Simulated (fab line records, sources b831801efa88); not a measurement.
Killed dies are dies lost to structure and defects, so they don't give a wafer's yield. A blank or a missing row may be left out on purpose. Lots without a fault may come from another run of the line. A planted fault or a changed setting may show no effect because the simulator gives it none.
A struck lot beside a sound one | flow sky130 | 16 steps out of a route of 708
Sound: wafers L344.1, L344.3, L344.5. Struck: wafers L351.1, L351.3, L351.4. The cause comes at the end.
At each step with rows: each side's tool, then ch and its chambers, then its first start. Under that, the readings that differ: sound wafers | struck wafers | difference of the means | sigmas: that difference in standard deviations of wafers without a fault.
alike: readings whose means differ by less than 2 such deviations, and words and numbers that are the same on both sides. not compared: withheld readings, readings that some wafer has no value for, bounds like >300 that may hide the same value, and numbers for which the record gives no deviation and whose values overlap.
The two part at a step that has a row with sigmas, a row that says differs or no value, or rows on one side only. Numbers that don't overlap but have no deviation are shown without sigmas and don't part them. A reading that every wafer of one side lacks parts them only if that side has two wafers or more.

first, 5 steps without rows for these wafers: SKY_SONOS_TUNNEL_COAT_02 (resist thk 1140 nm); SKY_SONOS_TUNNEL_SOFTBAKE_03 (time 60 s); SKY_SONOS_TUNNEL_EXPOSE_04 (exposes mask TUNM, target cd 410 nm); SKY_SONOS_TUNNEL_PEB_05; SKY_SONOS_TUNNEL_DEVELOP_06 (develop time 60 s).
SKY_SONOS_TUNNEL_CD_MEAS_07: target cd 410 nm.
  sound on cd_sem-01, day 13 05:54; struck on cd_sem-02, day 15 23:03
  alike: cd_nm
SKY_SONOS_TUNNEL_OVL_MEAS_08:
  sound on overlay-02, day 13 06:01; struck on overlay-02, day 15 23:10
  alike: SONOS_TUNNEL_OVL
then, 3 steps without rows for these wafers: SKY_SONOS_TUNNEL_IMPLANT_09; SKY_SONOS_TUNNEL_WET_ETCH_10 (etches SiO2 in dHF, target depth 14 nm, time 280 s); SKY_SONOS_TUNNEL_STRIP_11 (strips in SPM, time 600 s).
SKY_SONOS_TUNNEL_TW_MEAS_12:
  sound on film_metro-01, day 13 06:29; struck on film_metro-02, day 15 23:38
  alike: SONOS_TUNNEL_TW
then, 1 step without rows for these wafers: SKY_SONOS_TUNNEL_CLEAN_13 (cleans in dHF, time 20 s).
SKY_SONOS_ONO_OXIDATION_00: stabilise 600 s, purge 300 s, target thk 2.6 nm.
  sound on furnace-02 ch 0, day 13 06:34; struck on furnace-01 ch 0, day 15 23:43
  reading                                          | sound             | struck            | difference | sigmas
  spike_tc_bottom_C (C)                            | 816.3 816.9 816.5 | 831.7 833.7 831.8 | +15.8      | +7
  spike_tc_centre_C (C)                            | 799.6 800.8 800.4 | 812.9 812.3 811.1 | +11.8      | +11
  spike_tc_lower_C (C)                             | 802.0 799.1 799.2 | 809.6 811.0 810.8 | +10.4      | +10
  spike_tc_top_C (C)                               | 813.4 813.5 814.1 | 825.4 824.4 825.2 | +11.3      | +8
  spike_tc_upper_C (C)                             | 799.3 801.0 800.6 | 810.1 810.5 809.7 | +9.8       | +8
  zone_power_centre_pct (%)                        | 14.87 14.34 14.31 | 15.45 15.18 15.45 | +0.85      | +4
  zone_power_lower_pct (%)                         | 14.93 14.67 14.42 | 15.28 15.33 15.21 | +0.60      | +4
  model.SiO2_of_SONOS_ONO_OXIDATION_00.thk_nm (nm) | 2.632 2.659 2.627 | 3.121 3.045 3.075 | +0.441     |
SKY_SONOS_ONO_THK_MEAS_01:
  sound on film_metro-04, day 13 07:55; struck on film_metro-04, day 16 01:04
  reading                      | sound          | struck         | difference | sigmas
  SONOS_ONO_OXIDATION_THK (nm) | 2.58 2.65 2.59 | 3.13 3.03 3.12 | +0.49      | +8
then, 1 step without rows for these wafers: SKY_SONOS_ONO_CVD_02 (deposits Si3N4 from DCS/NH3, target thk 10.5 nm, time 180 s).
-- the record jumps here: 33 days lie between the struck wafers' starts before and after (it left off in module SONOS_ONO and takes up again in module PAD_OPEN, whose first step shown is number 708 of the route) --
SKY_PAD_OPEN_PROBE_99:
  sound on prober-01, day 47 06:17; struck on prober-02, day 49 05:04
  reading                               | sound                   | struck                  | difference | sigmas
  killed_at_contacts                    | 16 22 19                | 22 36 29                | +10        | +2
  model.etest.sonos_erased.drive_ua_um  | 161.6 167.3 203.3       | 100.4 129.3 155.5       | -49.0      |
  model.etest.cap_ono.gate_log10_a_cm2  | -8.292 -8.329 -8.057    | -8.639 -8.45 -8.569     | -0.327     |
  model.etest.sonos_erased.vt_v (V)     | -2.172 -2.151 -2.273    | -1.594 -1.801 -1.778    | +0.474     |
  model.etest.cap_ono.tox_acc_nm (nm)   | 13.05 13.15 12.98       | 13.45 13.28 13.33       | +0.29      |
  model.etest.sonos_baked.vt_less_v (V) | -0.4928 -0.3976 -0.5112 | -0.3844 -0.3759 -0.3312 | +0.1034    |
  alike: killed_at_M0_to_M3, killed_at_M4_up, killed_at_front_end, killed_at_other, killed_dies, killed_open, killed_short
  not compared: model.etest.sonos_programmed.vt_v

WHERE THEY PART
First at SKY_SONOS_ONO_OXIDATION_00; last, within this record, at SKY_PAD_OPEN_PROBE_99.

WHY: what the simulator had put in
Process parameter drift: furnace-01, from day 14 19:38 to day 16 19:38, at SKY_SONOS_ONO_OXIDATION_00. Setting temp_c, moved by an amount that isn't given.
